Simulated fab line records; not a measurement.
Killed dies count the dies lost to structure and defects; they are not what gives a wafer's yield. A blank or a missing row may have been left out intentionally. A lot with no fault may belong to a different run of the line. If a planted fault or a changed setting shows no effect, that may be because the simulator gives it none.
Which tool is to blame? :: flow gf180mcu :: 10 lots with 30 wafers sampled at 7 steps, on a route of 602 steps

WHAT EACH GAUGE READ, for each wafer
GF_HV_LDD_THK_MEAS_55.
lot: L295
measured: day 12 13:47
on: film metro-01
HV_LDD_CVD_54_THK (nm): 9.77 9.88 9.63

lot: L300
measured: day 13 22:11
on: film metro-02
HV_LDD_CVD_54_THK (nm): 9.79 9.71 9.78

lot: L303
measured: day 14 21:49
on: film metro-01
HV_LDD_CVD_54_THK (nm): 9.92 9.87 9.82

lot: L305
measured: day 15 14:04
on: film metro-01
HV_LDD_CVD_54_THK (nm): 9.89 9.98 9.91

lot: L309
measured: day 17 06:25
on: film metro-02
HV_LDD_CVD_54_THK (nm): 10.00 9.97 10.09

lot: L312
measured: day 18 03:56
on: film metro-01
HV_LDD_CVD_54_THK (nm): 10.06 10.08 10.08

lot: L314
measured: day 19 02:55
on: film metro-01
HV_LDD_CVD_54_THK (nm): 10.05 10.08 10.01

lot: L316
measured: day 19 09:09
on: film metro-04
HV_LDD_CVD_54_THK (nm): 10.02 10.03 10.19

lot: L317
measured: day 20 08:32
on: film metro-01
HV_LDD_CVD_54_THK (nm): 9.99 10.04 10.13

lot: L318
measured: day 20 12:31
on: film metro-04
HV_LDD_CVD_54_THK (nm): 9.84 9.88 9.90

GF_NSD_CD_MEAS_07 targets a cd of 400 nm.
lot: L295
measured: day 13 12:08
on: cd sem-02
cd nm (nm): 402.6 401.6 403.7

lot: L300
measured: day 14 20:27
on: cd sem-02
cd nm (nm): 403.2 404.1 402.3

lot: L303
measured: day 15 21:04
on: cd sem-02
cd nm (nm): 400.9 398.5 401.1

lot: L305
measured: day 16 13:46
on: cd sem-02
cd nm (nm): 402.0 402.0 405.1

lot: L309
measured: day 18 06:31
on: cd sem-02
cd nm (nm): 398.2 398.1 397.3

lot: L312
measured: day 19 04:19
on: cd sem-01
cd nm (nm): 394.5 395.5 397.1

lot: L314
measured: day 20 06:02
on: cd sem-01
cd nm (nm): 399.7 395.7 398.1

lot: L316
measured: day 20 11:23
on: cd sem-01
cd nm (nm): 397.4 399.2 396.3

lot: L317
measured: day 21 09:56
on: cd sem-02
cd nm (nm): 404.5 402.5 404.2

lot: L318
measured: day 21 13:56
on: cd sem-02
cd nm (nm): 399.7 400.8 402.1

GF_PSD_TW_MEAS_11.
lot: L295
measured: day 14 08:01
on: film metro-01
PSD_TW: 3228 3228 3228

lot: L300
measured: day 15 18:03
on: film metro-01
PSD_TW: 3244 3231 3236

lot: L303
measured: day 16 19:59
on: film metro-03
PSD_TW: 3169 3168 3161

lot: L305
measured: day 17 13:19
on: film metro-03
PSD_TW: 3167 3181 3186

lot: L309
measured: day 19 07:14
on: film metro-03
PSD_TW: 1804 1823 1808

lot: L312
measured: day 20 05:29
on: film metro-01
PSD_TW: 1832 1813 1813

lot: L314
measured: day 21 06:22
on: film metro-04
PSD_TW: 3141 3169 3164

lot: L316
measured: day 21 12:14
on: film metro-03
PSD_TW: 3151 3158 3145

lot: L317
measured: day 22 10:13
on: film metro-03
PSD_TW: 3181 3169 3154

lot: L318
measured: day 22 14:11
on: film metro-04
PSD_TW: 3165 3174 3174

GF_PSD_RS_MEAS_15: a four-point-probe measurement.
lot: L295
measured: day 14 08:20
on: film metro-03
PSD_RS (ohm/sq): 108.07 108.21 108.12

lot: L300
measured: day 15 18:23
on: film metro-03
PSD_RS (ohm/sq): 108.17 107.73 108.44

lot: L303
measured: day 16 20:18
on: film metro-01
PSD_RS (ohm/sq): 108.48 108.50 108.71

lot: L305
measured: day 17 13:38
on: film metro-01
PSD_RS (ohm/sq): 108.57 108.19 108.52

lot: L309
measured: day 19 07:35
on: film metro-01
PSD_RS (ohm/sq): 513.50 511.93 514.02

lot: L312
measured: day 20 05:49
on: film metro-04
PSD_RS (ohm/sq): 532.12 544.93 538.37

lot: L314
measured: day 21 06:41
on: film metro-03
PSD_RS (ohm/sq): 108.33 108.06 108.16

lot: L316
measured: day 21 12:34
on: film metro-01
PSD_RS (ohm/sq): 108.41 108.94 108.55

lot: L317
measured: day 22 10:32
on: film metro-01
PSD_RS (ohm/sq): 108.63 108.45 108.23

lot: L318
measured: day 22 14:30
on: film metro-03
PSD_RS (ohm/sq): 108.23 108.23 108.48

TOOL THAT RAN EACH LOT (tool first, then ch and the chambers of the sampled wafers, then the start)
lot: L295
GF_HV_LDD_STRIP_49: plasma asher-02 ch 0,1, day 12 12:23
GF_PSD_IMPLANT_09: implanter-03 ch 0, day 14 07:46
GF_PSD_STRIP_10: plasma asher-01 ch 0, day 14 07:55

lot: L300
GF_HV_LDD_STRIP_49: plasma asher-02 ch 0, day 13 20:14
GF_PSD_IMPLANT_09: implanter-04 ch 0, day 15 17:49
GF_PSD_STRIP_10: plasma asher-04 ch 0,1, day 15 17:56

lot: L303
GF_HV_LDD_STRIP_49: plasma asher-01 ch 0,1, day 14 20:23
GF_PSD_IMPLANT_09: implanter-03 ch 0, day 16 19:44
GF_PSD_STRIP_10: plasma asher-01 ch 0,1, day 16 19:53

lot: L305
GF_HV_LDD_STRIP_49: plasma asher-03 ch 0, day 15 12:08
GF_PSD_IMPLANT_09: implanter-01 ch 0, day 17 13:04
GF_PSD_STRIP_10: plasma asher-04 ch 1, day 17 13:13

lot: L309
GF_HV_LDD_STRIP_49: plasma asher-02 ch 0,1, day 17 05:01
GF_PSD_IMPLANT_09: implanter-03 ch 0, day 19 07:01
GF_PSD_STRIP_10: plasma asher-01 ch 0,1, day 19 07:10

lot: L312
GF_HV_LDD_STRIP_49: plasma asher-02 ch 0,1, day 18 02:28
GF_PSD_IMPLANT_09: implanter-03 ch 0, day 20 05:16
GF_PSD_STRIP_10: plasma asher-03 ch 0,1, day 20 05:24

lot: L314
GF_HV_LDD_STRIP_49: plasma asher-01 ch 0,1, day 19 00:01
GF_PSD_IMPLANT_09: implanter-04 ch 0, day 21 06:01
GF_PSD_STRIP_10: plasma asher-01 ch 0,1, day 21 06:10

lot: L316
GF_HV_LDD_STRIP_49: plasma asher-01 ch 0,1, day 19 07:43
GF_PSD_IMPLANT_09: implanter-01 ch 0, day 21 12:00
GF_PSD_STRIP_10: plasma asher-03 ch 0,1, day 21 12:07

lot: L317
GF_HV_LDD_STRIP_49: plasma asher-01 ch 0,1, day 20 07:04
GF_PSD_IMPLANT_09: implanter-01 ch 0, day 22 09:58
GF_PSD_STRIP_10: plasma asher-01 ch 0,1, day 22 10:07

lot: L318
GF_HV_LDD_STRIP_49: plasma asher-03 ch 0,1, day 20 11:05
GF_PSD_IMPLANT_09: implanter-04 ch 0, day 22 13:56
GF_PSD_STRIP_10: plasma asher-01 ch 0,1, day 22 14:05
- GF_HV_LDD_STRIP_49: strips in O2/N2.
- GF_PSD_IMPLANT_09
- GF_PSD_STRIP_10: strips in O2/N2.

AS READ BY THE TOOLS THEMSELVES (means over the sampled wafers that have a number; for cases with no such wafer, the mark the record gives instead)
GF_HV_LDD_STRIP_49.
lot: L295
tool: plasma asher-02
drypump motor current A (A): 5.63
heater power w (W): 327
n2 flow sccm (sccm): 299.2
oes product au (a.u.): 0.711
strip time to endpoint s (s): 12.63

lot: L300
tool: plasma asher-02
drypump motor current A (A): 5.53
heater power w (W): 300
n2 flow sccm (sccm): 299.7
oes product au (a.u.): 0.716
strip time to endpoint s (s): 12.68

lot: L303
tool: plasma asher-01
drypump motor current A (A): 5.81
heater power w (W): 308
n2 flow sccm (sccm): 299.6
oes product au (a.u.): 0.715
strip time to endpoint s (s): 12.63

lot: L305
tool: plasma asher-03
drypump motor current A (A): 5.66
heater power w (W): 382
n2 flow sccm (sccm): 299.8
oes product au (a.u.): 0.718
strip time to endpoint s (s): 12.62

lot: L309
tool: plasma asher-02
drypump motor current A (A): 5.73
heater power w (W): 348
n2 flow sccm (sccm): 299.5
oes product au (a.u.): 0.715
strip time to endpoint s (s): 12.70

lot: L312
tool: plasma asher-02
drypump motor current A (A): 5.73
heater power w (W): 347
n2 flow sccm (sccm): 300.4
oes product au (a.u.): 0.716
strip time to endpoint s (s): 12.66

lot: L314
tool: plasma asher-01
drypump motor current A (A): 5.79
heater power w (W): 337
n2 flow sccm (sccm): 299.5
oes product au (a.u.): 0.717
strip time to endpoint s (s): 12.59

lot: L316
tool: plasma asher-01
drypump motor current A (A): 5.82
heater power w (W): 308
n2 flow sccm (sccm): 301.1
oes product au (a.u.): 0.715
strip time to endpoint s (s): 12.66

lot: L317
tool: plasma asher-01
drypump motor current A (A): 5.84
heater power w (W): 311
n2 flow sccm (sccm): 299.7
oes product au (a.u.): 0.712
strip time to endpoint s (s): 12.63

lot: L318
tool: plasma asher-03
drypump motor current A (A): 5.69
heater power w (W): 357
n2 flow sccm (sccm): 299.9
oes product au (a.u.): 0.717
strip time to endpoint s (s): 12.62

GF_PSD_IMPLANT_09.
lot: L295
tool: implanter-03
dose ions cm2: 1.4989e+15
end station pressure torr (Torr): 1.17e-05
faraday current uA: 8202

lot: L300
tool: implanter-04
dose ions cm2: 1.5010e+15
end station pressure torr (Torr): 1.17e-05
faraday current uA: 8284

lot: L303
tool: implanter-03
dose ions cm2: 1.5003e+15
end station pressure torr (Torr): 1.14e-05
faraday current uA: 8290

lot: L305
tool: implanter-01
dose ions cm2: 1.4993e+15
end station pressure torr (Torr): 1.22e-05
faraday current uA: 8248

lot: L309
tool: implanter-03
dose ions cm2: 1.8503e+14
end station pressure torr (Torr): 5.83e-06
faraday current uA: 1045

lot: L312
tool: implanter-03
dose ions cm2: 1.8453e+14
end station pressure torr (Torr): 6.03e-06
faraday current uA: 1067

lot: L314
tool: implanter-04
dose ions cm2: 1.5014e+15
end station pressure torr (Torr): 1.21e-05
faraday current uA: 8268

lot: L316
tool: implanter-01
dose ions cm2: 1.4991e+15
end station pressure torr (Torr): 1.15e-05
faraday current uA: 8212

lot: L317
tool: implanter-01
dose ions cm2: 1.5005e+15
end station pressure torr (Torr): 1.13e-05
faraday current uA: 8289

lot: L318
tool: implanter-04
dose ions cm2: 1.4985e+15
end station pressure torr (Torr): 1.18e-05
faraday current uA: 8528

GF_PSD_STRIP_10.
lot: L295
tool: plasma asher-01
drypump motor current A (A): 5.74
heater power w (W): 361
n2 flow sccm (sccm): 299.4
oes product au (a.u.): 0.592
strip time to endpoint s (s): 16.565

lot: L300
tool: plasma asher-04
drypump motor current A (A): 6.09
heater power w (W): 341
n2 flow sccm (sccm): 299.4
oes product au (a.u.): 0.591
strip time to endpoint s (s): 16.561

lot: L303
tool: plasma asher-01
drypump motor current A (A): 5.78
heater power w (W): 331
n2 flow sccm (sccm): 299.5
oes product au (a.u.): 0.591
strip time to endpoint s (s): 16.537

lot: L305
tool: plasma asher-04
drypump motor current A (A): 6.05
heater power w (W): 338
n2 flow sccm (sccm): 300.1
oes product au (a.u.): 0.593
strip time to endpoint s (s): 16.553

lot: L309
tool: plasma asher-01
drypump motor current A (A): 5.86
heater power w (W): 307
n2 flow sccm (sccm): 300.2
oes product au (a.u.): 0.708
strip time to endpoint s (s): 12.672

lot: L312
tool: plasma asher-03
drypump motor current A (A): 5.68
heater power w (W): 366
n2 flow sccm (sccm): 300.9
oes product au (a.u.): 0.706
strip time to endpoint s (s): 12.683

lot: L314
tool: plasma asher-01
drypump motor current A (A): 5.79
heater power w (W): 331
n2 flow sccm (sccm): 299.4
oes product au (a.u.): 0.593
strip time to endpoint s (s): 16.547

lot: L316
tool: plasma asher-03
drypump motor current A (A): 5.67
heater power w (W): 359
n2 flow sccm (sccm): 299.3
oes product au (a.u.): 0.594
strip time to endpoint s (s): 16.536

lot: L317
tool: plasma asher-01
drypump motor current A (A): 5.85
heater power w (W): 303
n2 flow sccm (sccm): 300.1
oes product au (a.u.): 0.591
strip time to endpoint s (s): 16.557

lot: L318
tool: plasma asher-01
drypump motor current A (A): 5.81
heater power w (W): 311
n2 flow sccm (sccm): 300.2
oes product au (a.u.): 0.589
strip time to endpoint s (s): 16.558

THE ANSWER, worked out from the rows above alone
Rule: the usual values come from the lots themselves. The widest of any qualifying gaps counts: lots, ordered by their means at a reading, are off when they make up no more than a third of the lots, leave a main group of 4 or more, and stand apart from it by 3 or more times the standard deviation of that group's means. The tables above print the reading to a certain number of digits; a main group whose means all agree to those digits is not used. Also off: a lot with no number at a reading for which 4 or more lots have one. Where the step has rows for the other lots, those lots are counted as sound. The gauges are gone through in route order, then the tools' own readings, and for those a lot's mean is taken as printed above. The first step at which some lot is off is used, and at that step the reading that is off furthest; a lot without a number counts as furthest.
Off: L309, L312, at GF_PSD_TW_MEAS_11 (PSD_TW). Main group: mean 3182, sd 30.
If a tool, at a process step before that reading, ran all the lots that are off and no sound lot after the first of them, it fits. Not tried: the gauges at GF_PSD_TW_MEAS_11; whatever is off there is also off at GF_PSD_IMPLANT_09, on other tools, and gauge error can't account for it. 2 tools fit, plasma asher-02 at GF_HV_LDD_STRIP_49 and implanter-03 at GF_PSD_IMPLANT_09, so this cannot tell which one it is.

WHAT THE SIMULATOR HAD INSERTED
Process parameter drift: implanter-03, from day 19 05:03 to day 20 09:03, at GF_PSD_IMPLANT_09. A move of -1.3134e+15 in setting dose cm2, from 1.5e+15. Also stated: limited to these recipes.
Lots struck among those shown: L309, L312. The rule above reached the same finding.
